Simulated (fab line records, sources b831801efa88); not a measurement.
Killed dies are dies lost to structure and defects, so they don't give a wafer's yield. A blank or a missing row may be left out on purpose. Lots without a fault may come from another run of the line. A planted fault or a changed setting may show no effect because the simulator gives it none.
Tool commonality check | flow gf180mcu | 12 lots, 42 wafers sampled

WHY IT WAS OPENED
At GF_VT_IMPLANT_TW_MEAS_21 the reading VT_IMPLANT_2_TW is flagged on 2 of 12 lots. Wafers without a fault read 1214, standard deviation 10.
Rule: a lot is flagged when every wafer of it that has a number lies more than 4 standard deviations from that mean, or none has a number. The other lots count as sound.

lot  | measured     | on            | VT_IMPLANT_2_TW, wafer by wafer | flag
L410 | day 6 20:43  | film_metro-02 | 1200 1198 1203                  |
L412 | day 7 08:16  | film_metro-03 | 30 30 30 30 30 30               | FLAGGED
L413 | day 7 19:37  | film_metro-02 | 30 30 30 29 30 30               | FLAGGED
L415 | day 8 07:04  | film_metro-03 | 1217 1213 1218                  |
L414 | day 8 07:32  | film_metro-03 | 1218 1211 1213                  |
L416 | day 8 10:22  | film_metro-03 | 1216 1224 1220                  |
L422 | day 10 00:27 | film_metro-04 | 1213 1217 1221                  |
L424 | day 10 13:32 | film_metro-04 | 1221 1222 1215                  |
L425 | day 10 21:57 | film_metro-03 | 1220 1218 1219                  |
L429 | day 11 20:24 | film_metro-03 | 1215 1215 1213                  |
L430 | day 12 02:54 | film_metro-03 | 1215 1216 1213                  |
L431 | day 12 09:40 | film_metro-03 | 1217 1218 1211                  |
The numbers of the flagged lots are 30 on average: -1184 against the usual, or -99 or more standard deviations.

WHICH TOOL RAN EACH LOT
The record holds 2 process steps before the reading, out of a route of 602 steps. In each cell: the tool, then ch and the chambers that the sampled wafers went through, then the start.
lot  | flag    | GF_VT_IMPLANT_STRIP_09               | GF_VT_IMPLANT_STRIP_20
L410 |         | plasma_asher-01 ch 0,1, day 6 05:21  | plasma_asher-01 ch 0,1, day 6 20:38
L412 | FLAGGED | plasma_asher-02 ch 0,1, day 6 16:18  | plasma_asher-01 ch 0,1, day 7 08:09
L413 | FLAGGED | plasma_asher-01 ch 0,1, day 7 03:01  | plasma_asher-01 ch 0,1, day 7 19:31
L415 |         | plasma_asher-01 ch 0,1, day 7 14:00  | plasma_asher-02 ch 0,1, day 8 06:58
L414 |         | plasma_asher-01 ch 0,1, day 7 14:19  | plasma_asher-04 ch 0,1, day 8 07:26
L416 |         | plasma_asher-04 ch 0,1, day 7 17:34  | plasma_asher-02 ch 0,1, day 8 10:16
L422 |         | plasma_asher-04 ch 0,1, day 9 06:58  | plasma_asher-04 ch 0,1, day 10 00:21
L424 |         | plasma_asher-01 ch 0,1, day 9 19:41  | plasma_asher-04 ch 0,1, day 10 13:26
L425 |         | plasma_asher-04 ch 0,1, day 10 02:57 | plasma_asher-01 ch 0,1, day 10 21:51
L429 |         | plasma_asher-02 ch 0,1, day 11 01:29 | plasma_asher-01 ch 0,1, day 11 20:18
L430 |         | plasma_asher-01 ch 0,1, day 11 09:07 | plasma_asher-04 ch 0,1, day 12 02:48
L431 |         | plasma_asher-02 ch 0,1, day 11 14:36 | plasma_asher-01 ch 0,1, day 12 09:34
What these steps do:
- GF_VT_IMPLANT_STRIP_09: strips in O2/N2.
- GF_VT_IMPLANT_STRIP_20: strips in O2/N2.
- GF_VT_IMPLANT_TW_MEAS_21

FLAGGED OVER TOTAL, TOOL BY TOOL (the gauges that took the reading come last)
step                     | tool            | lots run | flagged | share of the flagged lots | sound lots run after its first flagged lot
GF_VT_IMPLANT_STRIP_09   | plasma_asher-01 | 6        | 1       | some                      | 4 (L415,L414,L424,L430)
GF_VT_IMPLANT_STRIP_09   | plasma_asher-02 | 3        | 1       | some                      | 2 (L429,L431)
GF_VT_IMPLANT_STRIP_09   | plasma_asher-04 | 3        | 0       | none                      | -
GF_VT_IMPLANT_STRIP_20   | plasma_asher-01 | 6        | 2       | all                       | 3 (L425,L429,L431)
GF_VT_IMPLANT_STRIP_20   | plasma_asher-02 | 2        | 0       | none                      | -
GF_VT_IMPLANT_STRIP_20   | plasma_asher-04 | 4        | 0       | none                      | -
GF_VT_IMPLANT_TW_MEAS_21 | film_metro-02   | 2        | 1       | some                      | 0
GF_VT_IMPLANT_TW_MEAS_21 | film_metro-03   | 8        | 1       | some                      | 7 (L415,L414,L416,L425,L429,L430,L431)
GF_VT_IMPLANT_TW_MEAS_21 | film_metro-04   | 2        | 0       | none                      | -

WHAT THE TABLE ALLOWS
1 row of the table ran every flagged lot: plasma_asher-01 at GF_VT_IMPLANT_STRIP_20.
- plasma_asher-01 at GF_VT_IMPLANT_STRIP_20: 2 of its 6 lots flagged. Sound lots ran on it after the first flagged one (L425, L429, L431), which a lasting fault on the whole tool wouldn't allow. Its own readings lie more than 4 standard deviations out on every wafer of the flagged lots: strip_time_to_endpoint_s.
No row of the table ran every flagged lot and no sound lot after the first.

WHAT THE SIMULATOR HAD PUT IN
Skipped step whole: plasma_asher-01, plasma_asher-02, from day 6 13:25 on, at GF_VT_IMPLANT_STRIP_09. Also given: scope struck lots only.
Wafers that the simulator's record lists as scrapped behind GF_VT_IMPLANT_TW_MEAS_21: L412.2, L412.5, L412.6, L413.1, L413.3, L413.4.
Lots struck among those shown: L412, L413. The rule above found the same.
